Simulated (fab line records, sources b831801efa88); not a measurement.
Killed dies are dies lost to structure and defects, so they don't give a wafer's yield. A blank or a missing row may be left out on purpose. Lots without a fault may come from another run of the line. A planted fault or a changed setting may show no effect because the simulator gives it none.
Problem report in the 8D (eight disciplines) form, filled by code | flow sky130 | the parts of the form that need people (team, actions taken, sign-off) are left out

1. THE PROBLEM
VIA4_HDPCVD_THK at SKY_VIA4_THK_MEAS_01 reads a mean of 1274 nm on 2 wafers of 1 lot; wafers without a fault read 1747 nm with a standard deviation of 19. That is -25 standard deviations from the usual mean.
First seen on wafer L845.2, day 46 02:25, on film_metro-01. The record holds 14 wafers of 5 lots with a number at this step. Rule for "out", or "out of limits": more than 4 standard deviations from the usual mean. The other wafers with a number count as sound.

2. WHAT IT IS AND WHAT IT IS NOT
question                    | is                     | is not
which readings at this step | VIA4_HDPCVD_THK        | -
which lots                  | L845                   | L832, L837, L851, L853
which wafers of those lots  | all that have a number | -
read on which gauges        | film_metro-01          | film_metro-02, film_metro-04
when                        | from day 46 02:25      | up to then (6 sound wafers); but 6 sound wafers of L851, L853 came after

3. SUSPECTS, AND WHAT RULES EACH OUT
Counting: a tool at a process step up to the reading stays a suspect if it ran every lot that is out and no sound lot after the first of them.
- the gauge at SKY_VIA4_THK_MEAS_01: ruled out. All the wafers that are out were read on film_metro-01, but those of them that SKY_VIA4_HDPCVD_00 has rows for are out there too, on other tools.
- rie_metal-04 at SKY_METAL4_DESCUM_15 (chemistry O2, time 8 s): ruled out as a lasting fault. Sound lots L853 ran on it after its first lot that is out, L845 (day 46 01:16).
- rie_metal-04 at SKY_METAL4_ETCH_16 (etches BARC in N2/H2, stops on SiO2, time 88.2 s, target depth 60 nm): ruled out as a lasting fault. Sound lots L853 ran on it after its first lot that is out, L845 (day 46 01:18).
- rie_diel-02 at SKY_METAL4_ETCH_17 (etches SiO2 in C4F8/O2/Ar, stops on TiN, time 3.9 s, target depth 15 nm): kept. It ran the lot that is out, L845 (day 46 01:23), and no sound lot after that; its last sound lot up to then is L837 (day 43 17:59).
- plasma_asher-01 at SKY_METAL4_STRIP_19 (strips in O2/N2): ruled out as a lasting fault. Sound lots L853 ran on it after its first lot that is out, L845 (day 46 01:35).
- hdpcvd-02 at SKY_VIA4_HDPCVD_00 (deposits SiO2, target thk 1750 nm, time 291.7 s): kept. It ran the lot that is out, L845 (day 46 02:13), and no sound lot after that; its last sound lot up to then is L832 (day 42 03:34). Its own readings are out on those wafers: run_length_s.
Left after counting: rie_diel-02 at SKY_METAL4_ETCH_17, hdpcvd-02 at SKY_VIA4_HDPCVD_00.

4. THE CAUSE (what the simulator had put in)
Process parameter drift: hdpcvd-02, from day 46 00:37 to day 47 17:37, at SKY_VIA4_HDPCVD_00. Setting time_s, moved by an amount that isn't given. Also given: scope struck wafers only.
Counting left 2 suspects, and this tool is among them.

5. THE CHAIN OF EFFECTS, in route order
Each row: a reading whose mean over the struck wafers that have a number lies more than 3 standard deviations from the usual. Only readings for which the record gives a usual standard deviation are gone through. hours: the time from each lot's start at the first step in this table that gives one to its start at this step, as a median over the lots. sigmas: the change in usual standard deviations.
hours | step                 | reading         | usual   | on struck wafers | change | sigmas
0     | SKY_VIA4_HDPCVD_00   | run_length_s    | 319.4 s | 240.4            | -79.0  | -99 or more
0     | SKY_VIA4_THK_MEAS_01 | VIA4_HDPCVD_THK | 1747 nm | 1274             | -472   | -25
The process steps in it:
- SKY_VIA4_HDPCVD_00: deposits SiO2, target thk 1750 nm, time 291.7 s.
Readings that are blank on the struck wafers while sound wafers have them: susceptor_temp_C at SKY_VIA4_HDPCVD_00.

6. WHAT WOULD HAVE CAUGHT IT SOONER
In this record the first reading out of limits at a measuring or inspecting step was taken at day 46 02:25, 2 hours after the fault began at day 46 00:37.
The tool's own readings at SKY_VIA4_HDPCVD_00 were out on every struck wafer that the step has a row for (run_length_s): an alarm limit on them would have fired on the first of those.
All the lots that are out (1) had begun SKY_VIA4_HDPCVD_00 on hdpcvd-02 by day 46 02:25. A hold on the tool at that time would have spared none of them.
